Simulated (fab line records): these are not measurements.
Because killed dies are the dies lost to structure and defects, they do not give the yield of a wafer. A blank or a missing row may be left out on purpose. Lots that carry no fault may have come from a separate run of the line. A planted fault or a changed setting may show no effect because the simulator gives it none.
Matching of chambers / flow gf180mcu / cmp-02 running GF_V3_CMP_04: 4 sister chambers
The step polishes SiO2. 15 wafers are shown with their chamber, then 7 later ones without.

## EACH WAFER AND ITS CHAMBER
wafer=L172.1; chamber=1; motorCurrentA (A)=10.8; timeToEndpointS (s)=79; retainingRingPressureFrac=0.998
wafer=L172.3; chamber=3; motorCurrentA (A)=12.5; timeToEndpointS (s)=75; retainingRingPressureFrac=1.013
wafer=L172.6; chamber=0; motorCurrentA (A)=11.3; timeToEndpointS (s)=79; retainingRingPressureFrac=1.007
wafer=L173.1; chamber=3; motorCurrentA (A)=11.7; timeToEndpointS (s)=67; retainingRingPressureFrac=1.000
wafer=L173.3; chamber=0; motorCurrentA (A)=11.5; timeToEndpointS (s)=72; retainingRingPressureFrac=1.000
wafer=L173.5; chamber=1; motorCurrentA (A)=10.6; timeToEndpointS (s)=84; retainingRingPressureFrac=0.988
wafer=L178.2; chamber=2; motorCurrentA (A)=10.6; timeToEndpointS (s)=80; retainingRingPressureFrac=1.000
wafer=L178.5; chamber=0; motorCurrentA (A)=12.0; timeToEndpointS (s)=81; retainingRingPressureFrac=1.009
wafer=L179.3; chamber=0; motorCurrentA (A)=11.7; timeToEndpointS (s)=69; retainingRingPressureFrac=1.007
wafer=L179.4; chamber=2; motorCurrentA (A)=11.5; timeToEndpointS (s)=80; retainingRingPressureFrac=1.001
wafer=L179.6; chamber=2; motorCurrentA (A)=10.6; timeToEndpointS (s)=79; retainingRingPressureFrac=1.008
wafer=L181.2; chamber=0; motorCurrentA (A)=11.8; timeToEndpointS (s)=76; retainingRingPressureFrac=1.004
wafer=L181.6; chamber=1; motorCurrentA (A)=10.5; timeToEndpointS (s)=81; retainingRingPressureFrac=0.998
wafer=L192.1; chamber=1; motorCurrentA (A)=11.1; timeToEndpointS (s)=70; retainingRingPressureFrac=0.999
wafer=L192.3; chamber=0; motorCurrentA (A)=12.3; timeToEndpointS (s)=63; retainingRingPressureFrac=0.992

SIGNATURES, as means of the wafers listed above
reading=motorCurrentA; chamber 0=11.767; chamber 1=10.750; chamber 2=10.900; chamber 3=12.100; scatter within a chamber=0.394
reading=timeToEndpointS; chamber 0=73.33; chamber 1=78.50; chamber 2=79.67; chamber 3=71.00; scatter within a chamber=5.78
reading=retainingRingPressureFrac; chamber 0=1.00317; chamber 1=0.99575; chamber 2=1.00300; chamber 3=1.00650; scatter within a chamber=0.00605
Rule: distance of a wafer from a chamber = root of the sum over the readings of ((wafer's reading minus chamber's mean) / reading's scatter) squared. If the next closest chamber is less than 2 further off than the closest, the wafer can't be placed; otherwise it belongs to the closest. The scatter: take each reading less its chamber's mean, square it, sum over the shown wafers, divide by the number of wafers less the number of chambers, and take the root.

## WAFERS WITH NO CHAMBER GIVEN
wafer=L192.5; motorCurrentA (A)=11.1; timeToEndpointS (s)=66; retainingRingPressureFrac=0.999
wafer=L193.1; motorCurrentA (A)=11.3; timeToEndpointS (s)=72; retainingRingPressureFrac=0.996
wafer=L193.2; motorCurrentA (A)=11.9; timeToEndpointS (s)=65; retainingRingPressureFrac=0.997
wafer=L193.6; motorCurrentA (A)=11.9; timeToEndpointS (s)=72; retainingRingPressureFrac=0.995
wafer=L194.1; motorCurrentA (A)=10.8; timeToEndpointS (s)=75; retainingRingPressureFrac=0.992
wafer=L194.2; motorCurrentA (A)=12.1; timeToEndpointS (s)=71; retainingRingPressureFrac=1.002
wafer=L194.3; motorCurrentA (A)=10.9; timeToEndpointS (s)=73; retainingRingPressureFrac=0.992

## CHAMBER TAKEN BY EACH
wafer=L192.5; from the rows above=can't be placed: 0 or 1 or 2 or 3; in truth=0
wafer=L193.1; from the rows above=can't be placed: 0 or 1 or 2 or 3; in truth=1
wafer=L193.2; from the rows above=can't be placed: 0 or 3 or 2 or 1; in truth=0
wafer=L193.6; from the rows above=can't be placed: 0 or 3 or 1 or 2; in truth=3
wafer=L194.1; from the rows above=can't be placed: 1 or 2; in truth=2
wafer=L194.2; from the rows above=can't be placed: 3 or 0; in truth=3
wafer=L194.3; from the rows above=can't be placed: 1 or 2 or 0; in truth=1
Placed correctly: 0 of 7. Cannot be placed on the basis of these rows: 7; the candidates contain the true chamber in 7. Wrongly placed: 0.
